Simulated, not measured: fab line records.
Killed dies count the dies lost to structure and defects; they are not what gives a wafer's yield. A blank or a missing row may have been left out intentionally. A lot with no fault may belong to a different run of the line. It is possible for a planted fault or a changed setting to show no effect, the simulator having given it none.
Matching of chambers	flow sky130	SKY_POLY_GATE_ETCH_17 on rie si-01: 4 sister chambers
The step etches poly-Si in HBr/Cl2, stops on SiO2, target depth 180 nm, time 70.5 s. 4 wafers are shown with their chamber, then 6 later ones without.

WAFERS, EACH WITH ITS CHAMBER
wafer	chamber	drypump motor current A (A)
L893.4	1	6.1
L893.5	0	5.8
L896.1	2	6.1
L896.4	3	6.6

WAFERS WITHOUT THEIR CHAMBER
wafer	drypump motor current A (A)
L896.5	6.1
L897.2	6.2
L897.5	6.1
L897.6	6.6
L905.1	5.8
L905.6	5.8

WHICH CHAMBER EACH ONE RAN IN
wafer	from the rows above	in truth
L896.5	can't be placed: 1 or 2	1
L897.2	can't be placed: 1 or 2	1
L897.5	can't be placed: 1 or 2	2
L897.6	3	3
L905.1	0	0
L905.6	0	0
Correctly placed: 3 of 6. These rows do not allow placing 3 (true chamber among the candidates in 3). Wrongly placed: 0.
How it was worked out, from the rows above alone: a wafer's distance from a chamber is the root of the sum, over the readings, of the square of ((its reading less the chamber's mean) divided by the reading's scatter). The wafer belongs to the nearest chamber; if the next one is less than 2 further off, it can't be placed. For every chamber, the mean is computed from those of its wafers that are shown. The scatter: root of mean squared gap, hidden wafer to nearest shown wafer, with one shown wafer a chamber.
